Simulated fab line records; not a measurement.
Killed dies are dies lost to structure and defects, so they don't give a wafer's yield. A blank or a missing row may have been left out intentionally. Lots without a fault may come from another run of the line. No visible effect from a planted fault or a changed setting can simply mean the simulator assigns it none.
Which of the tools did it? || flow sky130 || 10 lots with 30 wafers sampled at 4 steps, on a route of 708 steps

WHAT THE GAUGES SHOWED, per wafer
SKY_METAL1_RS_MEAS_05: a four-point-probe measurement.
{"lot": "L731", "measured": "day 32 20:51", "on": "filmMetro-02", "METAL1_ALCU_RS (ohm/sq)": "0.1264 0.1289 0.1266"}
{"lot": "L733", "measured": "day 32 23:24", "on": "filmMetro-02", "METAL1_ALCU_RS (ohm/sq)": "0.1271 0.1265 0.1267"}
{"lot": "L737", "measured": "day 34 01:08", "on": "filmMetro-03", "METAL1_ALCU_RS (ohm/sq)": "0.1283 0.1283 0.1277"}
{"lot": "L738", "measured": "day 34 02:04", "on": "filmMetro-03", "METAL1_ALCU_RS (ohm/sq)": "0.1276 0.1272 0.1286"}
{"lot": "L742", "measured": "day 34 22:41", "on": "filmMetro-02", "METAL1_ALCU_RS (ohm/sq)": "0.1237 0.1235 0.1237"}
{"lot": "L741", "measured": "day 34 23:56", "on": "filmMetro-03", "METAL1_ALCU_RS (ohm/sq)": "0.1256 0.1258 0.1260"}
{"lot": "L743", "measured": "day 35 13:22", "on": "filmMetro-03", "METAL1_ALCU_RS (ohm/sq)": "0.1286 0.1287 0.1282"}
{"lot": "L744", "measured": "day 35 13:40", "on": "filmMetro-04", "METAL1_ALCU_RS (ohm/sq)": "0.1260 0.1265 0.1264"}
{"lot": "L747", "measured": "day 36 21:49", "on": "filmMetro-04", "METAL1_ALCU_RS (ohm/sq)": "0.1366 0.1368 0.1370"}
{"lot": "L752", "measured": "day 38 06:25", "on": "filmMetro-02", "METAL1_ALCU_RS (ohm/sq)": "0.1271 0.1284 0.1275"}

WHAT TOOL EACH LOT RAN ON (gives the tool, then ch and the chambers of the sampled wafers, and finally the start)
{"lot": "L731", "SKY_CONTACT_STRIP_19": "plasmaAsher-03 ch 1, day 32 19:26", "SKY_METAL1_SPUTTER_02": "pvdSputter-02, day 32 20:44", "SKY_METAL1_SPUTTER_04": "pvdSputter-02, day 32 20:47"}
{"lot": "L733", "SKY_CONTACT_STRIP_19": "plasmaAsher-02 ch 0,1, day 32 21:59", "SKY_METAL1_SPUTTER_02": "pvdSputter-02, day 32 23:17", "SKY_METAL1_SPUTTER_04": "pvdSputter-02, day 32 23:20"}
{"lot": "L737", "SKY_CONTACT_STRIP_19": "plasmaAsher-04 ch 0,1, day 33 23:45", "SKY_METAL1_SPUTTER_02": "pvdSputter-02, day 34 01:02", "SKY_METAL1_SPUTTER_04": "pvdSputter-02, day 34 01:05"}
{"lot": "L738", "SKY_CONTACT_STRIP_19": "plasmaAsher-03 ch 0,1, day 34 00:39", "SKY_METAL1_SPUTTER_02": "pvdSputter-03, day 34 01:56", "SKY_METAL1_SPUTTER_04": "pvdSputter-03, day 34 01:59"}
{"lot": "L742", "SKY_CONTACT_STRIP_19": "plasmaAsher-03 ch 0, day 34 21:14", "SKY_METAL1_SPUTTER_02": "pvdSputter-03, day 34 22:34", "SKY_METAL1_SPUTTER_04": "pvdSputter-03, day 34 22:37"}
{"lot": "L741", "SKY_CONTACT_STRIP_19": "plasmaAsher-04 ch 0,1, day 34 22:29", "SKY_METAL1_SPUTTER_02": "pvdSputter-04, day 34 23:49", "SKY_METAL1_SPUTTER_04": "pvdSputter-04, day 34 23:52"}
{"lot": "L743", "SKY_CONTACT_STRIP_19": "plasmaAsher-03 ch 0,1, day 35 11:59", "SKY_METAL1_SPUTTER_02": "pvdSputter-03, day 35 13:16", "SKY_METAL1_SPUTTER_04": "pvdSputter-03, day 35 13:19"}
{"lot": "L744", "SKY_CONTACT_STRIP_19": "plasmaAsher-04 ch 0,1, day 35 12:17", "SKY_METAL1_SPUTTER_02": "pvdSputter-02, day 35 13:35", "SKY_METAL1_SPUTTER_04": "pvdSputter-02, day 35 13:37"}
{"lot": "L747", "SKY_CONTACT_STRIP_19": "plasmaAsher-02 ch 0,1, day 36 20:26", "SKY_METAL1_SPUTTER_02": "pvdSputter-02, day 36 21:44", "SKY_METAL1_SPUTTER_04": "pvdSputter-02, day 36 21:46"}
{"lot": "L752", "SKY_CONTACT_STRIP_19": "plasmaAsher-02 ch 0,1, day 38 04:59", "SKY_METAL1_SPUTTER_02": "pvdSputter-03, day 38 06:19", "SKY_METAL1_SPUTTER_04": "pvdSputter-03, day 38 06:22"}
- SKY_CONTACT_STRIP_19: strips in O2/N2.
- SKY_METAL1_SPUTTER_02: material AlCu, target thk 250 nm, time 13.3 s.
- SKY_METAL1_SPUTTER_04: material TiN, target thk 70 nm, time 58.3 s.

THE ANSWER, worked out from the rows above alone
Rule: what is usual is taken from the lots themselves. The widest of any qualifying gaps counts: lots, ordered by their means at a reading, are off when they make up no more than a third of the lots, leave a main group of 4 or more, and stand apart from it by 3 or more times the standard deviation of that group's means. A main group whose means are all the same, to the digits that the tables above print for the reading, isn't used. A lot without any number at a reading at which 4 lots or more have one is off too. Where the step has rows for the other lots, those lots are counted as sound.
Off: L747, seen at SKY_METAL1_RS_MEAS_05 (METAL1_ALCU_RS). The main group has a mean of 0.1269 ohm/sq with a standard deviation of 0.0014.
If a tool, at a process step before that reading, ran all the lots that are off and no sound lot after the first of them, it fits. Gauges at SKY_METAL1_RS_MEAS_05: tried the same way as those tools. 2 tools fit, pvdSputter-02 at SKY_METAL1_SPUTTER_02 and SKY_METAL1_SPUTTER_04 and filmMetro-04 at SKY_METAL1_RS_MEAS_05, so this cannot tell which one it is.

WHAT THE SIMULATOR PUT IN
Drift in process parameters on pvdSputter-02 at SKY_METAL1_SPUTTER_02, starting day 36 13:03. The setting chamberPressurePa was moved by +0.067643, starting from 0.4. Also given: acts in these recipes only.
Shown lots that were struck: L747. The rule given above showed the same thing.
